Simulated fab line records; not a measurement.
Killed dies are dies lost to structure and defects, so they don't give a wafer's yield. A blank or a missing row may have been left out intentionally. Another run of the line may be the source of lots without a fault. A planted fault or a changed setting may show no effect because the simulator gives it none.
Matching of chambers -- flow sfq-line -- SFQ_TRILAYER_I7_CMP_CMP_184 on cmp-02: 4 sister chambers
The step polishes SiO2. 4 wafers are shown with their chamber, then 9 later ones without.

== WAFERS WITH THEIR CHAMBER ==
wafer,chamber,motor-current-A (A)
L190.5,0,11.4
L193.1,3,9.9
L197.2,1,9.1
L197.6,2,9.4

== WAFERS WITHOUT THEIR CHAMBER ==
wafer,motor-current-A (A)
L204.3,10.5
L204.2,10.0
L204.5,10.5
L205.2,9.1
L205.4,11.1
L205.5,9.0
L207.1,8.7
L207.4,9.6
L207.5,9.3

== THE CHAMBER EACH PASSED THROUGH ==
wafer,from the rows above,in truth
L204.3,can't be placed: 3 or 0 or 2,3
L204.2,can't be placed: 3 or 2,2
L204.5,can't be placed: 3 or 0 or 2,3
L205.2,can't be placed: 1 or 2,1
L205.4,0,0
L205.5,can't be placed: 1 or 2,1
L207.1,can't be placed: 1 or 2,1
L207.4,can't be placed: 2 or 3 or 1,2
L207.5,can't be placed: 2 or 1 or 3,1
Placed correctly: 1 of 9. From these rows, 8 cannot be placed; in 8 the true chamber is one of the candidates. Placed wrongly: 0.
How it was worked out, from the rows above alone: a wafer's distance from a chamber is the root of the sum, over the readings, of the square of ((its reading less the chamber's mean) divided by the reading's scatter). If the next closest chamber is less than 2 further off than the closest, the wafer can't be placed; otherwise it belongs to the closest. For every chamber, the mean is computed from those of its wafers that are shown. The scatter (one wafer shown for each chamber): square how far every hidden wafer sits from the nearest shown wafer, average those squares and take the square root.
